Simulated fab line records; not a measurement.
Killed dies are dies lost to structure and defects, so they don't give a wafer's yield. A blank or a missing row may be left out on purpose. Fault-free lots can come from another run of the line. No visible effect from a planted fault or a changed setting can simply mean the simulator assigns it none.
Matching of chambers || flow sky130 || SKY_POLY_GATE_ETCH_16 on rie-diel-03 has 4 sister chambers
The step etches Si3N4 in CH3F/O2, stops on poly-Si, time 147.5 s, target depth 75 nm. 7 wafers are shown with their chamber, then 7 later ones without.

== WAFERS WITH THEIR CHAMBER ==
{"wafer": "L188.2", "chamber": 0, "drypump-motor-current-A (A)": 6.7, "oes-product-au (a.u.)": 0.633}
{"wafer": "L188.5", "chamber": 2, "drypump-motor-current-A (A)": 6.0, "oes-product-au (a.u.)": 0.635}
{"wafer": "L192.5", "chamber": 2, "drypump-motor-current-A (A)": 6.1, "oes-product-au (a.u.)": 0.647}
{"wafer": "L199.5", "chamber": 1, "drypump-motor-current-A (A)": 5.0, "oes-product-au (a.u.)": 0.635}
{"wafer": "L199.6", "chamber": 3, "drypump-motor-current-A (A)": 6.4, "oes-product-au (a.u.)": 0.641}
{"wafer": "L203.2", "chamber": 1, "drypump-motor-current-A (A)": 5.0, "oes-product-au (a.u.)": 0.644}
{"wafer": "L203.3", "chamber": 3, "drypump-motor-current-A (A)": 6.4, "oes-product-au (a.u.)": 0.642}

== WAFERS WITHOUT THEIR CHAMBER ==
{"wafer": "L203.6", "drypump-motor-current-A (A)": 6.7, "oes-product-au (a.u.)": 0.646}
{"wafer": "L207.1", "drypump-motor-current-A (A)": 6.6, "oes-product-au (a.u.)": 0.635}
{"wafer": "L207.2", "drypump-motor-current-A (A)": 4.9, "oes-product-au (a.u.)": 0.637}
{"wafer": "L207.4", "drypump-motor-current-A (A)": 6.4, "oes-product-au (a.u.)": 0.647}
{"wafer": "L208.1", "drypump-motor-current-A (A)": 6.1, "oes-product-au (a.u.)": 0.648}
{"wafer": "L208.2", "drypump-motor-current-A (A)": 4.9, "oes-product-au (a.u.)": 0.646}
{"wafer": "L208.5", "drypump-motor-current-A (A)": 6.1, "oes-product-au (a.u.)": 0.643}

== CHAMBER TAKEN BY EACH ==
{"wafer": "L203.6", "from the rows above": 0, "in truth": 0}
{"wafer": "L207.1", "from the rows above": 0, "in truth": 0}
{"wafer": "L207.2", "from the rows above": 1, "in truth": 1}
{"wafer": "L207.4", "from the rows above": 3, "in truth": 3}
{"wafer": "L208.1", "from the rows above": 2, "in truth": 2}
{"wafer": "L208.2", "from the rows above": 1, "in truth": 1}
{"wafer": "L208.5", "from the rows above": 2, "in truth": 2}
7 of 7 placed correctly. Can't be placed from these rows: 0. Placed wrongly: 0.
How it was worked out, from the rows above alone: a wafer's distance from a chamber is the root of the sum, over the readings, of the square of ((its reading less the chamber's mean) divided by the reading's scatter). The wafer belongs to the nearest chamber; if the next one is less than 2 further off, it can't be placed. The mean given for a chamber averages the wafers shown for that chamber. The scatter: the root of (the sum of the squares of (reading less its chamber's mean) over the shown wafers, divided by (wafers less chambers)).
